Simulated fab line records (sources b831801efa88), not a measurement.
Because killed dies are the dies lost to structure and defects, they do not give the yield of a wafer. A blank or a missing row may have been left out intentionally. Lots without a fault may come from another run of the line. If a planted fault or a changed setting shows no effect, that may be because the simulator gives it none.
Comparing a struck lot with a sound one | flow sky130 | 17 steps out of a route of 708
Sound: these wafers, L252.1, L252.3, L252.5. The struck wafers were L260.1, L260.2, L260.3. The cause is named last.
At each step with rows: each side's tool, then ch and its chambers, then its first start. Under that, the readings that differ: sound wafers | struck wafers | difference of the means | sigmas: that difference in standard deviations of wafers without a fault.
alike: same words and numbers on both sides, and readings whose means sit less than 2 such deviations apart. not compared: any withheld reading, any reading some wafer has no value for, any bound like >300 that may hide the same value, and any number with overlapping values for which the record gives no deviation.
A row with sigmas, a row that says differs or no value, or rows on one side alone: a step with any of these is where the two part. Numbers that have no deviation but don't overlap get no sigmas and don't part them. A reading that every wafer of one side lacks parts them only if that side has two wafers or more.

SKY_VIA3_CMP_02: polishes SiO2.
  sound on cmp-01 ch 0,1,2, day 42 03:17; struck on cmp-01 ch 0,2,3, day 44 05:12
  alike: motorCurrentA, platenRpm
SKY_VIA3_BOW_MEAS_03:
  struck on filmMetro-02, day 44 05:30; sound on filmMetro-01, day 42 03:35
  alike: VIA3_BOW
then, 8 steps without rows for these wafers: SKY_VIA3_DEHYDRATE_04 (time 60 s); SKY_VIA3_HMDS_05 (prime time 60 s); SKY_VIA3_COAT_06 (resist thk 60 nm); SKY_VIA3_COAT_07 (resist thk 450 nm); SKY_VIA3_SOFTBAKE_08 (time 90 s); SKY_VIA3_EXPOSE_09 (exposes mask VIM3, target cd 200 nm); SKY_VIA3_PEB_10; SKY_VIA3_DEVELOP_11 (develop time 60 s).
SKY_VIA3_CD_MEAS_12: the cd target is 200 nm.
  struck on cdSem-02, day 45 02:53; sound on cdSem-02, day 43 03:01
  alike: cdNm
SKY_VIA3_OVL_MEAS_13:
  struck on overlay-01, day 45 03:00; sound on overlay-01, day 43 03:08
  alike: VIA3_OVL
SKY_VIA3_ETCH_14: etches BARC in N2/H2, stops on SiO2, time 45.9 s, target depth 60 nm.
  sound on rieDiel-01 ch 0,1,2, day 43 03:10; struck on rieDiel-01 ch 0,1,3, day 45 03:02
  no value came back on the struck wafers for any of 5 readings (biasW (W), chamberPressureMTorr (mTorr) and others); on the sound wafers biasW (W) reads 99.72 99.85 100.30
reading                                    | sound           | struck            | difference | sigmas
model.KrF-thick_of_VIA3_COAT_07.thkNm (nm) | 392 393.6 392.4 | 436.7 436.4 435.9 | +43.7      | 
  not compared: rfHoursCounterH
SKY_VIA3_ETCH_15: etches SiO2 in C4F8/O2/Ar, stops on TiN, target depth 507 nm, time 78 s.
  sound on rieDiel-01 ch 0,1,2, day 43 03:13; struck on rieDiel-01 ch 0,1,3, day 45 03:05
reading                                    | sound             | struck            | difference | sigmas
oesProductAu (a.u.)                        | 0.947 0.943 0.948 | 0.375 0.371 0.378 | -0.571     | -99 or more
model.KrF-thick_of_VIA3_COAT_07.thkNm (nm) | 289.4 293.2 291.6 | 335.4 334.9 335.2 | +43.8      | 
  alike: biasW, chamberPressureMTorr
  not compared: rfHoursCounterH
SKY_VIA3_STRIP_16: strips in O2/N2.
  sound on plasmaAsher-02 ch 0,1, day 43 03:16; struck on plasmaAsher-01 ch 0,1, day 45 03:08
reading                  | sound             | struck            | difference | sigmas
oesProductAu (a.u.)      | 0.400 0.404 0.397 | 0.421 0.424 0.423 | +0.022     | +5
stripTimeToEndpointS (s) | 4.113 4.166 4.119 | 4.593 4.583 4.586 | +0.455     | +17
  alike: drypumpMotorCurrentA
  not compared: rfHoursCounterH
then, 1 step without rows for these wafers: SKY_VIA3_STRIP_17 (strips in post etch residue remover, time 1200 s).
-- the record jumps here: 5 days lie between the struck wafers' starts before and after (it left off in module VIA3 and takes up again in module PAD_OPEN, whose first step shown is number 708 of the route) --
SKY_PAD_OPEN_PROBE_99:
  struck on prober-02, day 50 06:19; sound on prober-02, day 48 17:13
reading                 | sound          | struck                                                            | difference                   | sigmas
hold                    | - - -          | awaitDispo/2.5h/scrap awaitDispo/2.5h/scrap awaitDispo/2.5h/scrap | no value on the sound wafers | 
defectLimitedYield (%)  | 79.3 79.3 82.3 | 0 0 0                                                             | -80                          | -38
killed_at_M0_to_M3      | 48 57 45       | 450 449 459                                                       | +403                         | +55
killedDies              | 102 102 87     | 492 492 492                                                       | +395                         | +36
killedOnRim             | 21 18 14       | 96 96 96                                                          | +78                          | +21
sort_bin_5_function (%) | 11.4 11.0 7.9  | 93.5 93.3 94.5                                                    | +83.7                        | +52
sort_bin_6_memory (%)   | 7.9 9.1 7.9    | 5.7 5.7 4.5                                                       | -3.0                         | -3
sortNPass               | 390 390 405    | 0 0 0                                                             | -395                         | -36
sortYieldPct (%)        | 79.3 79.3 82.3 | 0 0 0                                                             | -80                          | -38
  alike: killed_at_M4_up, killedAtContacts, killedAtFrontEnd, killedAtOther, killedOpen, killedShort, sort_bin_3_pad_short

## WHERE THEY PART
First at SKY_VIA3_ETCH_14; last, within this record, at SKY_PAD_OPEN_PROBE_99.

WHY: what the simulator had put in
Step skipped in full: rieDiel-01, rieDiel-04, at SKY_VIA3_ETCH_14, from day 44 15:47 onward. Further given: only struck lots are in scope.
